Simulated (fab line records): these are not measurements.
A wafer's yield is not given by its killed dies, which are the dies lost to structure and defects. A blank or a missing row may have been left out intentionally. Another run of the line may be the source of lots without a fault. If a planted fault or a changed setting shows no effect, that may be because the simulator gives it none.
fab line records    flow sky130
record lots=6  wafers=18  lastDay=50
route steps=708 shown CAP2M@612 METAL4@621 PAD_OPEN@708
lots that met no fault: taken from a fault-free run of the same line
startH: start of the lot's first displayed wafer, in hours after the record's first day    waitH: hours since the lot's step before    " same as the row above    L1.1+2: one row covering several wafers at once    - no value present, or no start provided    * or withheld: withheld    < > ~ a bound
route shown NAME@n: NAME is a module with steps in the file, n the number in the route of the first one    usual: mean and standard deviation over wafers with no fault    same: alike in all rows    chamber/n: place in a boat    sites: readings site by site    _std_site: standard deviation of those values    _edge_site: outer sites' mean less inner sites'    radiusMm: how far each site lies from the wafer's centre    mask NAME#n: copy n    behind: the last tool/chamber to shape the wafer    hold: why the lot went on hold/how many hours it stayed there/how the hold came to an end    device: which transistor (n, p or np) failed to switch    end of line: tests run on the same wafers once the route is complete    a step without rows: its recipe alone    killed: not the wafer's yield, but the dies lost to structure and defects at the first sort    map: a wafer's dies, marking killed ones x, the rest . and places with no die _
set.NAME: the setting that was run; set.NAME@STEP: the one run at that earlier step    model.NAME: the simulator's own value behind a step, which no gauge read
a table for each step, a row for each wafer; lots at some steps of the route
services: from which hour (startH, from the record's first day; less than 0 if before it) a tool's chamber was out of use, for how many hours, and why
## steps
# step SKY_CAP2M_EXPOSE_09
# recipe maskId=CAP2M  na=0.6  sourceShape=conventional  sigmaOuter=0.6  polarization=unpolarized  targetCdNm=1000  doseMj=159
# step SKY_CAP2M_PEB_10
# recipe tempC=withheld  timeS=*  resist=NOVOLAK
# step SKY_CAP2M_DEVELOP_11
# recipe resist=NOVOLAK  developer=TMAH  developTimeS=60  devTempC=23
# step SKY_CAP2M_OVL_MEAS_12
# usual CAP2M_OVL=0.3/1.4
lot.wafer  tool        chamber  startH   waitH  CAP2M_OVL[nm]
L286.1     overlay-02  -        996.08   0.1    -1.0
L286.2     "           -        "        "      0.5
L286.5     "           -        "        "      -0.3
L292.1     overlay-02  -        1044.18  0.1    0.7
L292.3     "           -        "        "      0.2
L292.6     "           -        "        "      3.2
L293.1     overlay-02  -        1049.46  0.1    1.0
L293.2     "           -        "        "      -1.5
L293.5     "           -        "        "      -1.9
L295.1     overlay-02  -        1054.96  0.1    2.2
L295.5     "           -        "        "      0.9
L295.6     "           -        "        "      1.3
L300.1     overlay-01  -        1083.14  0.1    1.0
L300.4     "           -        "        "      1.3
L300.5     "           -        "        "      1.1
L303.1     overlay-02  -        1102.81  0.1    1.3
L303.4     "           -        "        "      0.7
L303.6     "           -        "        "      1.0
# step SKY_CAP2M_METAL_ETCH_13
# recipe targetDepthNm=220  stopOn=SiO2  chemistry=Cl2/BCl3  target=TiN  pressureMtorr=10  icpW=913.4  biasW=48.5  Cl2_flow_sccm=60  bcl3FlowSccm=30  timeS=62.9
# step SKY_CAP2M_STRIP_14
# recipe chemistry=O2/N2  powerW=1400  pressureMtorr=1500  platenTempC=withheld  o2FlowSccm=3000  n2FlowSccm=300  overashFraction=0.5
# usual drypumpMotorCurrentA=5.7/0.53  oesProductAu=0.710/0.0042  stripTimeToEndpointS=12.66/0.045
lot.wafer  tool            chamber  startH   waitH  drypumpMotorCurrentA  oesProductAu  rfHoursCounterH  stripTimeToEndpointS
L286.1     plasmaAsher-03  0        996.19   0.1    5.5                   0.713         50               12.73
L286.2     "               1        "        "      5.9                   0.703         50               12.68
L286.5     "               0        "        "      5.5                   0.707         -                12.66
L292.1     plasmaAsher-03  1        1044.29  0.1    5.8                   0.705         55               12.60
L292.3     "               1        "        "      5.8                   0.704         -                12.68
L292.6     "               0        "        "      5.5                   0.708         -                12.67
L293.1     plasmaAsher-02  0        1049.57  0.1    6.1                   0.712         31               12.61
L293.2     "               1        "        "      4.8                   0.705         31               12.64
L293.5     "               0        "        "      6.1                   0.706         -                12.56
L295.1     plasmaAsher-03  0        1055.07  0.1    5.5                   0.709         56               12.72
L295.5     "               0        "        "      5.5                   0.708         -                12.72
L295.6     "               1        "        "      5.8                   0.714         -                12.68
L300.1     plasmaAsher-02  0        1083.26  0.1    6.1                   0.713         34               12.58
L300.4     "               0        "        "      6.1                   0.709         -                12.66
L300.5     "               1        "        "      4.7                   0.713         -                12.63
L303.1     plasmaAsher-02  1        1102.92  0.1    4.8                   0.699         36               12.64
L303.4     "               0        "        "      6.1                   0.705         -                12.61
L303.6     "               1        "        "      4.8                   0.712         -                12.63
# step SKY_CAP2M_STRIP_15
# recipe chemistry=postEtchResidueRemover  timeS=1200  tempC=72.5
# step SKY_CAP2M_CLEAN_16
# recipe chemistry=IPA  timeS=180  tempC=25
# step SKY_CAP2M_CLEAN_17
# recipe chemistry=O3/DIW  dry=n2Spin
# step SKY_METAL4_DEHYDRATE_05
# recipe tempC=200  timeS=60
# step SKY_METAL4_HMDS_06
# recipe primeTimeS=60  primeTempC=120
# step SKY_METAL4_COAT_07
# recipe resist=BARC  tempC=withheld  timeS=withheld  spinRpm=3000  resistThkNm=60
# step SKY_METAL4_COAT_08
# recipe resist=KrF-thick  spinRpm=3000  resistThkNm=1140
# usual resistLineTempC=22.96/0.096
lot.wafer  tool           chamber  startH  waitH  resistLineTempC  model.KrF-thick_of_METAL4_COAT_08.thkNm
L286.1     lithoTrack-01  0        1008    -      22.84            1138
L286.2     "              0        "       "      22.96            1138
L286.5     "              0        "       "      22.94            1141
L292.1     lithoTrack-01  0        1055    -      22.87            1160
L292.3     "              0        "       "      22.87            1160
L292.6     "              0        "       "      22.92            1161
L293.1     lithoTrack-01  0        1060    -      23.05            1161
L293.2     "              0        "       "      22.95            1165
L293.5     "              0        "       "      22.91            1164
L295.1     lithoTrack-03  0        1065    -      23.06            1140
L295.5     "              0        1066    -      23.08            1138
L295.6     "              0        "       "      23.07            1144
L300.1     lithoTrack-04  0        1094    -      22.91            1134
L300.4     "              0        "       "      22.83            1137
L300.5     "              0        "       "      22.91            1136
L303.1     lithoTrack-03  0        1113    -      23.16            1141
L303.4     "              0        "       "      23.10            1142
L303.6     "              0        "       "      23.03            1141
# step SKY_METAL4_SOFTBAKE_09
# recipe tempC=100  timeS=90  resist=KrF-thick
# step SKY_METAL4_EXPOSE_10
# recipe maskId=MM4  na=0.68  sourceShape=annular  sigmaInner=0.4  sigmaOuter=0.8  targetCdNm=300  doseMj=28
# step SKY_METAL4_PEB_11
# recipe pebTempC=withheld  pebTimeS=withheld  resist=KrF-thick
# step SKY_METAL4_DEVELOP_12
# recipe developTimeS=60  resist=KrF-thick  devTempC=21
# step SKY_METAL4_CD_MEAS_13
# recipe targetCdNm=300
# usual cdNm=299.6/1.4
lot.wafer  tool      chamber  startH   waitH  cdNm
L286.1     cdSem-02  -        1020.04  -      298.3
L286.2     "         -        "        "      299.6
L286.5     "         -        "        "      299.9
L292.1     cdSem-02  -        1066.62  -      298.6
L292.3     "         -        "        "      299.1
L292.6     "         -        "        "      300.3
L293.1     cdSem-01  -        1071.64  -      302.0
L293.2     "         -        "        "      301.7
L293.5     "         -        "        "      301.6
L295.1     cdSem-01  -        1076.77  -      299.3
L295.5     "         -        "        "      298.7
L295.6     "         -        "        "      299.5
L300.1     cdSem-02  -        1104.12  -      300.5
L300.4     "         -        "        "      300.0
L300.5     "         -        "        "      299.6
L303.1     cdSem-01  -        1123.97  -      297.9
L303.4     "         -        "        "      299.8
L303.6     "         -        "        "      298.9
# step SKY_METAL4_OVL_MEAS_14
# usual METAL4_OVL=1/5.4
lot.wafer  tool        chamber  startH   waitH  METAL4_OVL[nm]
L286.1     overlay-01  -        1020.16  0.1    10
L286.2     "           -        "        "      5
L286.5     "           -        "        "      7
L292.1     overlay-01  -        1066.74  0.1    3
L292.3     "           -        "        "      -6
L292.6     "           -        "        "      -10
L293.1     overlay-01  -        1071.76  0.1    -4
L293.2     "           -        "        "      3
L293.5     "           -        "        "      -3
L295.1     overlay-01  -        1076.89  0.1    -2
L295.5     "           -        "        "      1
L295.6     "           -        "        "      -2
L300.1     overlay-01  -        1104.24  0.1    2
L300.4     "           -        "        "      8
L300.5     "           -        "        "      0
L303.1     overlay-01  -        1124.09  0.1    -3
L303.4     "           -        "        "      2
L303.6     "           -        "        "      -2
# step SKY_METAL4_DESCUM_15
# recipe chemistry=O2  sourcePowerW=150  biasPowerW=0  pressureMtorr=10  tempC=40  timeS=8
# usual drypumpMotorCurrentA=5.9/0.48  oesProductAu=0.996/0.013
lot.wafer  tool         chamber  startH   waitH  drypumpMotorCurrentA  oesProductAu  rfHoursCounterH
L286.1     rieMetal-03  0        1020.20  0.0    6.4                   1.011         13
L286.2     "            1        "        "      5.0                   0.986         11
L286.5     "            0        "        "      6.4                   1.010         -
L292.1     rieMetal-04  0        1066.77  0.0    6.1                   1.007         18
L292.3     "            1        "        "      6.2                   0.993         -
L292.6     "            1        "        "      6.2                   0.998         -
L293.1     rieMetal-02  1        1071.80  0.0    5.6                   0.997         20
L293.2     "            0        "        "      6.1                   0.985         5
L293.5     "            0        "        "      6.2                   0.982         -
L295.1     rieMetal-04  0        1076.92  0.0    6.0                   0.993         19
L295.5     "            0        "        "      6.1                   0.993         -
L295.6     "            1        "        "      6.2                   0.984         -
L300.1     rieMetal-04  1        1104.27  0.0    6.2                   0.982         19
L300.4     "            0        "        "      6.1                   0.992         -
L300.5     "            1        "        "      6.2                   0.964         -
L303.1     rieMetal-04  1        1124.12  0.0    6.2                   0.973         21
L303.4     "            0        "        "      6.1                   0.990         -
L303.6     "            1        "        "      6.2                   0.990         -
# step SKY_METAL4_ETCH_16
# recipe chemistry=N2/H2  target=BARC  ionEnergyEv=200  biasW=100  pressureMtorr=30  n2FlowSccm=100  h2FlowSccm=200  icpW=500  stopOn=SiO2  timeS=88.2  targetDepthA=600
# usual drypumpMotorCurrentA=6.0/0.49  oesProductAu=0.625/0.0048  throttleValvePct=13.205/0.0092
lot.wafer  tool         chamber  startH   waitH  drypumpMotorCurrentA  oesProductAu  rfHoursCounterH  throttleValvePct
L286.1     rieMetal-03  0        1020.23  0.0    6.4                   0.618         13               13.210
L286.2     "            1        "        "      5.0                   0.628         11               13.209
L286.5     "            0        "        "      6.4                   0.626         -                13.208
L292.1     rieMetal-04  0        1066.80  0.0    6.1                   0.624         18               13.203
L292.3     "            1        "        "      6.2                   0.633         -                13.189
L292.6     "            1        "        "      6.2                   0.622         -                13.196
L293.1     rieMetal-02  1        1071.83  0.0    5.7                   0.620         20               13.198
L293.2     "            0        "        "      6.1                   0.625         5                13.211
L293.5     "            0        "        "      6.1                   0.624         -                13.206
L295.1     rieMetal-04  0        1076.96  0.0    6.1                   0.626         19               13.226
L295.5     "            0        "        "      6.1                   0.628         -                13.199
L295.6     "            1        "        "      6.2                   0.614         -                13.213
L300.1     rieMetal-04  1        1104.30  0.0    6.2                   0.622         19               13.182
L300.4     "            0        "        "      6.1                   0.626         -                13.211
L300.5     "            1        "        "      6.2                   0.614         -                13.207
L303.1     rieMetal-04  1        1124.15  0.0    6.2                   0.625         21               13.204
L303.4     "            0        "        "      6.1                   0.621         -                13.197
L303.6     "            1        "        "      6.2                   0.620         -                13.194
# step SKY_METAL4_ETCH_17
# recipe target=SiO2  stopOn=TiN  chemistry=C4F8/O2/Ar  sourceW=1500  biasW=1180  pressureMtorr=40  c4f8FlowSccm=withheld  O2_flow_sccm=6  Ar_flow_sccm=300  timeS=3.9  targetDepthA=150
# usual oesProductAu=0.747/0.0075
lot.wafer  tool        chamber  startH   waitH  oesProductAu  rfHoursCounterH
L286.1     rieDiel-02  1        1020.33  0.1    0.743         24
L286.2     "           2        "        "      0.739         9
L286.5     "           2        "        "      0.737         -
L292.1     rieDiel-01  2        1066.93  0.1    0.741         7
L292.3     "           1        "        "      0.732         2
L292.6     "           0        "        "      0.739         -
L293.1     rieDiel-02  0        1071.93  0.1    0.750         6
L293.2     "           3        "        "      0.731         8
L293.5     "           1        "        "      0.752         -
L295.1     rieDiel-02  0        1077.10  0.1    0.753         6
L295.5     "           0        "        "      0.747         -
L295.6     "           3        "        "      0.761         -
L300.1     rieDiel-04  1        1104.40  0.1    0.751         15
L300.4     "           1        "        "      0.747         -
L300.5     "           0        "        "      0.746         -
L303.1     rieDiel-02  3        1124.25  0.1    0.753         9
L303.4     "           1        "        "      0.750         27
L303.6     "           0        "        "      0.746         -
# step SKY_METAL4_METAL_ETCH_18
# recipe targetDepthA=8450  stopOn=SiO2  overEtchFrac=0.3  timeS=183.1  chemistry=Cl2/BCl3  resistSidewallDeg=88  pressureMtorr=10  icpW=900  biasW=48.5  Cl2_flow_sccm=60  bcl3FlowSccm=30
# usual drypumpMotorCurrentA=5.9/0.42  oesProductAu=0.865/0.0068  throttleValvePct=22.264/0.0091
lot.wafer  tool         chamber  startH   waitH  drypumpMotorCurrentA  oesProductAu  rfHoursCounterH  throttleValvePct  model.KrF-thick_of_METAL4_COAT_08.thkNm
L286.1     rieMetal-02  1        1020.35  0.0    5.6                   0.874         17               22.258            518.4
L286.2     "            0        "        "      6.1                   0.866         2                22.285            542.5
L286.5     "            1        "        "      5.6                   0.863         -                22.269            512.1
L292.1     rieMetal-02  1        1066.95  0.0    5.7                   0.869         20               22.266            541.6
L292.3     "            1        "        "      5.7                   0.865         -                22.261            545.5
L292.6     "            1        "        "      5.7                   0.868         -                22.251            545.3
L293.1     rieMetal-04  0        1071.95  0.0    6.1                   0.866         18               22.267            547.1
L293.2     "            1        "        "      6.2                   0.866         17               22.267            559.8
L293.5     "            1        "        "      6.2                   0.868         -                22.284            555.7
L295.1     rieMetal-02  1        1077.11  0.0    5.7                   0.864         21               22.276            521.2
L295.5     "            1        "        "      5.7                   0.858         -                22.258            523.9
L295.6     "            0        "        "      6.1                   0.870         -                22.255            547.3
L300.1     rieMetal-02  0        1104.42  0.0    6.1                   0.867         9                22.265            543.4
L300.4     "            0        "        "      6.1                   0.872         -                22.260            539.3
L300.5     "            1        "        "      5.7                   0.875         -                22.262            527.1
L303.1     rieMetal-03  1        1124.27  0.0    5.0                   0.877         19               22.272            542.1
L303.4     "            0        "        "      6.4                   0.865         -                22.272            511.5
L303.6     "            0        "        "      6.4                   0.865         -                22.262            515
# step SKY_METAL4_STRIP_19
# recipe chemistry=O2/N2  powerW=1400  pressureMtorr=1500  platenTempC=withheld  o2FlowSccm=3000  n2FlowSccm=300  overashFraction=0.5
# usual drypumpMotorCurrentA=5.8/0.7  oesProductAu=0.505/0.0071  stripTimeToEndpointS=6.60/0.12
lot.wafer  tool            chamber  startH   waitH  drypumpMotorCurrentA  oesProductAu  rfHoursCounterH  stripTimeToEndpointS
L286.1     plasmaAsher-01  0        1020.53  0.1    6.6                   0.499         94               6.44
L286.2     "               1        "        "      5.0                   0.518         94               6.69
L286.5     "               0        "        "      6.6                   0.496         -                6.37
L292.1     plasmaAsher-01  1        1067.13  0.1    5.0                   0.510         99               6.68
L292.3     "               0        "        "      6.5                   0.509         -                6.71
L292.6     "               0        "        "      6.5                   0.507         -                6.70
L293.1     plasmaAsher-04  0        1072.19  0.2    6.4                   0.508         1                6.72
L293.2     "               1        "        "      6.2                   0.511         1                6.85
L293.5     "               1        "        "      6.2                   0.522         -                6.81
L295.1     plasmaAsher-01  0        1077.29  0.1    6.5                   0.495         100              6.48
L295.5     "               0        "        "      6.5                   0.496         -                6.50
L295.6     "               1        "        "      5.1                   0.515         -                6.73
L300.1     plasmaAsher-04  0        1104.60  0.1    6.3                   0.515         4                6.71
L300.4     "               1        "        "      6.2                   0.506         -                6.66
L300.5     "               0        "        "      6.4                   0.499         -                6.53
L303.1     plasmaAsher-01  1        1124.45  0.1    5.0                   0.507         103              6.68
L303.4     "               0        "        "      6.6                   0.488         -                6.37
L303.6     "               1        "        "      5.0                   0.494         -                6.41
# step SKY_PAD_OPEN_PROBE_99
# usual defectLimitedYield=82.4/2  killed_at_M0_to_M3=43/6.6  killed_at_M4_up=3.0/1.7  killedAtContacts=24/5.4  killedAtFrontEnd=16/4.6  killedAtOther=0.3/0.53  killedDies=87/9.7  killedOpen=47/7.3  killedShort=39/6.5
# same grossDies=492  killedAtBackSide=0
lot.wafer  tool       chamber  startH   waitH  defectLimitedYield[%]  killed_at_M0_to_M3  killed_at_M4_up  killedAtContacts  killedAtFrontEnd  killedAtOther  killedDies  killedOpen  killedShort
L286.1     prober-01  -        1111.43  0.1    80.3                   52                  1                28                14                2              97          44          53
L286.2     prober-01  -        1111.48  0.1    84.8                   35                  7                18                15                0              75          40          35
L286.5     prober-01  -        1111.63  0.2    79.5                   52                  3                24                21                1              101         59          40
L292.1     prober-02  -        1152.18  0.1    83.5                   36                  3                20                22                0              81          44          37
L292.3     prober-02  -        1152.28  0.2    83.1                   41                  2                24                16                0              83          43          40
L292.6     prober-02  -        1152.43  0.2    80.1                   44                  3                30                20                1              98          52          46
L300.1     prober-02  -        1183.56  0.1    83.5                   44                  3                19                15                0              81          46          35
L300.4     prober-02  -        1183.71  0.2    79.5                   52                  3                26                20                0              101         58          40
L300.5     prober-02  -        1183.76  0.2    83.7                   43                  2                11                24                0              80          50          30
# killed by level:class
L286.1 METAL1:geometricParticle:short=12 VIA3:geometricParticle:open=10 LI_CONTACT:geometricParticle:open=7 LOCAL_INTERCONNECT:geometricParticle:short=7 CONTACT:geometricParticle:open=6 VIA1:geometricParticle:short=6 VIA1:geometricParticle:open=6 VIA2:geometricParticle:open=6
L286.2 VIA1:geometricParticle:open=9 POLY_GATE:geometricParticle:open=6 LI_CONTACT:geometricParticle:open=6 VIA2:geometricParticle:open=6 CONTACT:geometricParticle:open=5 VIA2:geometricParticle:short=5 CONTACT:geometricParticle:short=4 METAL1:geometricParticle:short=4
L286.5 VIA3:geometricParticle:open=12 VIA1:geometricParticle:open=12 CONTACT:geometricParticle:open=11 LI_CONTACT:geometricParticle:open=8 METAL2:geometricParticle:short=7 VIA2:geometricParticle:open=6 POLY_GATE:geometricParticle:short=5 FIELD_ISO:geometricParticle:short=4
L292.1 CONTACT:geometricParticle:open=10 VIA1:geometricParticle:open=10 FIELD_ISO:geometricParticle:short=7 METAL2:geometricParticle:short=6 VIA3:geometricParticle:open=5 FIELD_ISO:geometricParticle:open=4 POLY_GATE:geometricParticle:short=4 POLY_GATE:geometricParticle:open=4
L292.3 CONTACT:geometricParticle:open=9 POLY_GATE:geometricParticle:short=7 VIA2:geometricParticle:short=7 VIA1:geometricParticle:open=7 LI_CONTACT:geometricParticle:open=6 VIA3:geometricParticle:open=6 VIA2:geometricParticle:open=5 METAL1:geometricParticle:short=3
L292.6 METAL1:geometricParticle:short=10 LI_CONTACT:geometricParticle:open=9 CONTACT:geometricParticle:open=9 VIA2:geometricParticle:open=8 FIELD_ISO:geometricParticle:short=5 VIA1:geometricParticle:open=5 POLY_GATE:geometricParticle:open=5 METAL1:geometricParticle:open=5
L300.1 VIA1:geometricParticle:open=8 LI_CONTACT:geometricParticle:open=7 VIA2:geometricParticle:open=7 POLY_GATE:geometricParticle:open=5 METAL2:geometricParticle:open=5 METAL2:geometricParticle:short=5 VIA3:geometricParticle:open=5 VIA2:geometricParticle:short=5
L300.4 CONTACT:geometricParticle:open=14 VIA1:geometricParticle:open=14 METAL2:geometricParticle:short=9 METAL1:geometricParticle:short=8 POLY_GATE:geometricParticle:open=6 VIA3:geometricParticle:open=6 FIELD_ISO:geometricParticle:open=4 LI_CONTACT:geometricParticle:open=4
L300.5 VIA1:geometricParticle:open=16 POLY_GATE:geometricParticle:open=8 VIA3:geometricParticle:open=8 POLY_GATE:geometricParticle:short=7 CONTACT:geometricParticle:open=6 VIA3:geometricParticle:short=4 VIA2:geometricParticle:open=4 FIELD_ISO:geometricParticle:short=3
## services
tool            chamber  startH   hours  kind
rieDiel-04      1        972.59   8.7    repair
rieMetal-04     0        978.79   14.7   repair
rieDiel-01      1        985.59   -      clean
rieDiel-01      1        985.59   17.0   scheduledDown
rieDiel-01      1        985.59   17.0   ventCycle
plasmaAsher-04  -        1009.51  4.9    repair
plasmaAsher-02  -        1016.69  2.8    pm
rieDiel-04      2        1016.73  5.7    repair
rieDiel-01      -        1044.88  0.6    repair
plasmaAsher-04  -        1050.82  2.6    repair
plasmaAsher-04  -        1055.25  9.0    pm
plasmaAsher-04  0        1055.25  9.0    ventCycle
plasmaAsher-04  1        1055.25  9.0    ventCycle
plasmaAsher-04  0        1064.25  -      clean
plasmaAsher-04  1        1064.25  -      clean
rieDiel-01      -        1074.41  15.6   pm
plasmaAsher-01  -        1082.39  9.2    repair
rieMetal-02     1        1089.33  14.9   repair
rieDiel-04      -        1102.46  1.2    repair
plasmaAsher-04  -        1102.90  0.6    repair
rieDiel-04      3        1103.02  2.6    repair
rieDiel-02      2        1110.04  11.4   repair
## key
firstSign none at tools or gauges
modelEffect step=SKY_METAL4_COAT_08  value=KrF-thick_of_METAL4_COAT_08.thkNm  without=1140  struck=1162
modelEffect step=SKY_METAL4_METAL_ETCH_18  value=KrF-thick_of_METAL4_COAT_08.thkNm  without=527.5  struck=549.2
metAt SKY_METAL4_COAT_08
struckWafers L292.1,L292.3,L292.6,L293.1,L293.2,L293.5
onsetBetween 1008 1055
fault kind=processParameterDrift  tool=lithoTrack-01  chamber=-  onsetH=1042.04  steps=SKY_METAL4_COAT_08  channel=resistThkNm  offset=21.614  shape=step  endH=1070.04  actsIn=theseRecipesOnly  stated=1140
